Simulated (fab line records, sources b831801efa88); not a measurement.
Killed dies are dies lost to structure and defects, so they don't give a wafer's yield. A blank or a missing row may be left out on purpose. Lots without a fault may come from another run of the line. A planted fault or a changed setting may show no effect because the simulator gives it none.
Which tool did it? | flow gf180mcu | 6 lots, 16 wafers sampled, at 2 steps of a route of 602

WHAT THE GAUGES READ, wafer by wafer
GF_CONTACT_RS_MEAS_25: measures by four-point-probe.
lot  | measured     | on            | CONTACT_W_RS (ohm/sq)
L661 | day 16 07:46 | film_metro-03 | 0.391 0.396 0.388
L663 | day 17 03:28 | film_metro-02 | 0.383 0.386 0.388
L666 | day 18 04:01 | film_metro-02 | 0.389 0.384 0.390
L669 | day 19 16:06 | film_metro-04 | 0.382
L674 | day 21 11:58 | film_metro-04 | 0.380 0.379 0.377
L678 | day 22 18:40 | film_metro-03 | 0.378 0.377 0.381

WHICH TOOL RAN EACH LOT (tool, then ch and the chambers of the sampled wafers, then the start)
lot  | GF_CONTACT_SPUTTER_22
L661 | pvd_sputter-02, day 16 07:33
L663 | pvd_sputter-01, day 17 03:16
L666 | pvd_sputter-02, day 18 03:45
L669 | pvd_sputter-01, day 19 15:50
L674 | pvd_sputter-03, day 21 11:45
L678 | pvd_sputter-03, day 22 18:24
- GF_CONTACT_SPUTTER_22: material Ti, target thk 15 nm, time 80.02 s.

THE ANSWER, worked out from the rows above alone
Rule: what is usual is taken from the lots themselves. Put in order of their means at a reading, lots are off if they are a third of the lots or fewer, leave a main group of 4 or more, and stand apart from it by a gap of 3 or more times the standard deviation of the main group's means; of several such gaps the widest counts. A main group whose means are all the same, to the digits that the tables above print for the reading, isn't used. A lot without any number at a reading at which 4 lots or more have one is off too. The other lots that the step has rows for count as sound.
No lot is off at any reading shown: from this, nothing can be told.

WHAT THE SIMULATOR HAD PUT IN
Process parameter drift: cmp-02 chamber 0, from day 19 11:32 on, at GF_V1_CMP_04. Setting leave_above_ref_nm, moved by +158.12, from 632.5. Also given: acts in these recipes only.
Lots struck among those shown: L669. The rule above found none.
